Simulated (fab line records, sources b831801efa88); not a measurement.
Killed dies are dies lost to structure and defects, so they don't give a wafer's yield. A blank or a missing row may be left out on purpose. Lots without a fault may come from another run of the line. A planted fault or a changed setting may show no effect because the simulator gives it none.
Which tool did it? | flow sky130 | 6 lots, 18 wafers sampled, at 4 steps of a route of 708

WHAT THE GAUGES READ, wafer by wafer
SKY_METAL2_OVL_MEAS_16.
lot  | measured     | on         | METAL2_OVL (nm)
L370 | day 35 13:15 | overlay-01 | 0 7 2
L373 | day 36 15:19 | overlay-01 | -10 -2 3
L376 | day 37 14:24 | overlay-01 | 2 2 1
L382 | day 39 17:17 | overlay-02 | -3 -3 -3
L385 | day 40 15:13 | overlay-02 | -8 -2 1
L391 | day 41 23:15 | overlay-02 | -3 -1 -6

WHICH TOOL RAN EACH LOT (tool, then ch and the chambers of the sampled wafers, then the start)
lot  | SKY_VIA1_CMP_24               | SKY_METAL2_SPUTTER_04        | SKY_METAL2_COAT_10
L370 | cmp-01 ch 1,2,3, day 34 09:53 | pvd_sputter-03, day 34 10:11 | litho_track-04 ch 0, day 35 00:00
L373 | cmp-02 ch 1,2,3, day 35 13:05 | pvd_sputter-04, day 35 13:22 | litho_track-04 ch 0, day 36 02:00
L376 | cmp-01 ch 1,2, day 36 12:26   | pvd_sputter-03, day 36 12:47 | litho_track-02 ch 0, day 37 01:00
L382 | cmp-01 ch 1,2,3, day 38 15:32 | pvd_sputter-03, day 38 15:56 | litho_track-02 ch 0, day 39 05:00
L385 | cmp-02 ch 1,2, day 39 14:28   | pvd_sputter-03, day 39 14:52 | litho_track-01 ch 0, day 40 03:00
L391 | cmp-01 ch 1,2,3, day 40 21:49 | pvd_sputter-03, day 40 22:10 | litho_track-01 ch 0, day 41 10:00
- SKY_VIA1_CMP_24: polishes, stops on SiO2, t overpolish 15 s, target thk 0 nm.
- SKY_METAL2_SPUTTER_04: material TiN, target thk 70 nm, time 58.3 s.
- SKY_METAL2_COAT_10: resist thk 447.1 nm.

THE ANSWER, worked out from the rows above alone
Rule: what is usual is taken from the lots themselves. Put in order of their means at a reading, lots are off if they are a third of the lots or fewer, leave a main group of 4 or more, and stand apart from it by a gap of 3 or more times the standard deviation of the main group's means; of several such gaps the widest counts. A main group whose means are all the same, to the digits that the tables above print for the reading, isn't used. A lot without any number at a reading at which 4 lots or more have one is off too. The other lots that the step has rows for count as sound.
No lot is off at any reading shown: from this, nothing can be told.

WHAT THE SIMULATOR HAD PUT IN
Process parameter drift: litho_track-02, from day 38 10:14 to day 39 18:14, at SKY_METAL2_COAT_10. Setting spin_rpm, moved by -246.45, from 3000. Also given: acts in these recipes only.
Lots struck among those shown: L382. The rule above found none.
